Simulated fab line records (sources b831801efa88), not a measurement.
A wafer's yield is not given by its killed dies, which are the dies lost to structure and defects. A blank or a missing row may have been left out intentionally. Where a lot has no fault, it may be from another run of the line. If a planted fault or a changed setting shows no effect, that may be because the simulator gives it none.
The tool behind it: which one?    flow sky130    12 lots, 36 wafers sampled, at 5 steps of a route of 708

## WHAT EACH GAUGE READ, for each wafer
SKY_METAL1_OVL_MEAS_16.
lot   measured      on          METAL1_OVL (nm)
L104  day 33 12:11  overlay-02  -13 -5 -10
L105  day 34 09:47  overlay-02  -1 -2 -1
L107  day 34 10:59  overlay-01  1 6 -6
L106  day 34 13:24  overlay-02  -3 -4 -5
L111  day 35 12:17  overlay-01  3 1 -3
L114  day 36 11:02  overlay-02  7 -2 4
L118  day 37 19:32  overlay-01  1 -4 -3
L120  day 38 00:38  overlay-02  11 6 2
L121  day 38 08:47  overlay-01  -12 -9 -3
L124  day 39 01:17  overlay-01  -10 -2 -2
L125  day 39 16:14  overlay-02  -9 -3 -8
L127  day 39 16:48  overlay-01  -5 2 -5

SKY_VIA4_THK_MEAS_01.
lot   measured      on             VIA4_HDPCVD_THK (nm)
L104  day 42 09:26  film_metro-02  1759 1800 1746
L105  day 43 05:53  film_metro-03  1723 1751 1735
L107  day 43 06:24  film_metro-03  1765 1723 1762
L106  day 43 07:43  film_metro-03  1764 1760 1759
L111  day 44 02:43  film_metro-03  1755 1754 1766
L114  day 44 23:31  film_metro-04  1741 1984 1714
L118  day 46 02:44  film_metro-04  1716 1752 1744
L120  day 46 05:50  film_metro-02  1769 1742 1747
L121  day 46 12:46  film_metro-04  1712 1749 1738
L124  day 47 05:04  film_metro-03  1726 1786 1758
L125  day 47 14:16  film_metro-04  1725 1727 1778
L127  day 47 15:43  film_metro-02  1759 1746 1792

## EACH LOT AND THE TOOL THAT RAN IT (in order: tool; ch and the chambers of the sampled wafers; start)
lot   SKY_CONTACT_ETCH_17                 SKY_VIA1_CVD_21                SKY_VIA4_HDPCVD_00
L104  rie_diel-03 ch 0,1,2, day 32 07:56  cvd_w-01 ch 0,1, day 34 16:55  hdpcvd-02 ch 0,1,2, day 42 09:15
L105  rie_diel-03 ch 0,1,2, day 33 05:24  cvd_w-01 ch 0,1, day 35 14:59  hdpcvd-01 ch 1,2, day 43 05:41
L107  rie_diel-04 ch 0,1,3, day 33 06:51  cvd_w-01 ch 0,1, day 35 15:39  hdpcvd-01 ch 0,1,2, day 43 06:14
L106  rie_diel-03 ch 0,2,3, day 33 09:18  cvd_w-02 ch 0,1, day 35 18:04  hdpcvd-02 ch 0,1,2, day 43 07:32
L111  rie_diel-01 ch 0,1,3, day 34 08:29  cvd_w-02 ch 0,1, day 36 16:29  hdpcvd-01 ch 1,2, day 44 02:32
L114  rie_diel-01 ch 0,1, day 35 07:15    cvd_w-02 ch 0,1, day 37 15:26  hdpcvd-01 ch 0,1,2, day 44 23:21
L118  rie_diel-04 ch 0,1,3, day 36 16:03  cvd_w-01 ch 0,1, day 38 23:01  hdpcvd-02 ch 0,1, day 46 02:33
L120  rie_diel-03 ch 1,2,3, day 36 21:13  cvd_w-01 ch 0, day 39 04:09    hdpcvd-02 ch 0,1,2, day 46 05:39
L121  rie_diel-01 ch 0,2,3, day 37 05:30  cvd_w-02 ch 0,1, day 39 12:41  hdpcvd-02 ch 0,2, day 46 12:35
L124  rie_diel-03 ch 1,2, day 37 23:11    cvd_w-01 ch 0,1, day 40 04:28  hdpcvd-02 ch 0,2, day 47 04:54
L125  rie_diel-03 ch 0,3, day 38 13:07    cvd_w-01 ch 0,1, day 40 18:18  hdpcvd-02 ch 0,1,2, day 47 14:06
L127  rie_diel-01 ch 0,2,3, day 38 13:28  cvd_w-02 ch 0,1, day 40 18:39  hdpcvd-02 ch 0,1,2, day 47 15:31
- SKY_CONTACT_ETCH_17: etches SiO2 in C4F8/O2/Ar, stops on Si3N4, target depth 340 nm.
- SKY_VIA1_CVD_21: deposits W, target thk 270 nm, time 80.902 s.
- SKY_VIA4_HDPCVD_00: deposits SiO2, target thk 1750 nm, time 291.7 s.

## AS READ BY THE TOOLS THEMSELVES (means over the sampled wafers that have a number; for cases with no such wafer, the mark the record gives instead)
SKY_CONTACT_ETCH_17.
lot   tool         oes_product_au (a.u.)
L104  rie_diel-03  0.893
L105  rie_diel-03  0.890
L107  rie_diel-04  0.886
L106  rie_diel-03  0.887
L111  rie_diel-01  0.892
L114  rie_diel-01  0.894
L118  rie_diel-04  0.892
L120  rie_diel-03  0.884
L121  rie_diel-01  0.886
L124  rie_diel-03  0.889
L125  rie_diel-03  0.891
L127  rie_diel-01  0.891

SKY_VIA1_CVD_21.
lot   tool      heater_power_outer_w (W)  heater_power_w (W)
L104  cvd_w-01  480                       777
L105  cvd_w-01  470                       781
L107  cvd_w-01  475                       797
L106  cvd_w-02  518                       851
L111  cvd_w-02  519                       854
L114  cvd_w-02  521                       886
L118  cvd_w-01  478                       809
L120  cvd_w-01  489                       836
L121  cvd_w-02  474                       797
L124  cvd_w-01  476                       785
L125  cvd_w-01  485                       812
L127  cvd_w-02  483                       812

SKY_VIA4_HDPCVD_00.
lot   tool       run_length_s (s)
L104  hdpcvd-02  319.5
L105  hdpcvd-01  319.8
L107  hdpcvd-01  319.5
L106  hdpcvd-02  319.6
L111  hdpcvd-01  319.7
L114  hdpcvd-01  332.8
L118  hdpcvd-02  319.6
L120  hdpcvd-02  319.6
L121  hdpcvd-02  320.2
L124  hdpcvd-02  319.8
L125  hdpcvd-02  319.5
L127  hdpcvd-02  319.7

## THE ANSWER, worked out from the rows above alone
Rule: the usual values come from the lots themselves. Put in order of their means at a reading, lots are off if they are a third of the lots or fewer, leave a main group of 4 or more, and stand apart from it by a gap of 3 or more times the standard deviation of the main group's means; of several such gaps the widest counts. A main group whose means are all the same, to the digits that the tables above print for the reading, isn't used. Also off: a lot with no number at a reading for which 4 or more lots have one. Where the step has rows for the other lots, those lots are counted as sound. After the gauges, taken in route order, come the tools' own readings; for these a lot's mean is taken, as printed above. At the first step where some lot is off, the reading lying furthest off is the one used; lots without a number count as furthest.
Off: L114, seen at SKY_VIA4_THK_MEAS_01 (VIA4_HDPCVD_THK). For the main group the mean is 1751 nm and the standard deviation 12.
If a tool, at a process step before that reading, ran all the lots that are off and no sound lot after the first of them, it fits. Not tried: the gauges at SKY_VIA4_THK_MEAS_01; whatever is off there is also off at SKY_VIA1_CVD_21, on other tools, and gauge error can't account for it. One fits: SKY_VIA4_HDPCVD_00 on hdpcvd-01. Its last sound lot is L111 (day 44 02:32), its first lot that is off L114 (day 44 23:21): a fault that began between those two fits.
On the lots that are off, the tool's own readings at SKY_VIA4_HDPCVD_00 differ by more than 5 times the standard deviation of the sound lots' means, which bears it out; run_length_s reads 332.8 s there versus 319.7 s on the sound lots.

## WHAT THE SIMULATOR HAD PUT IN
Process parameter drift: hdpcvd-01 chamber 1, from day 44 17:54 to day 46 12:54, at SKY_VIA4_HDPCVD_00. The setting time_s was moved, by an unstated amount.
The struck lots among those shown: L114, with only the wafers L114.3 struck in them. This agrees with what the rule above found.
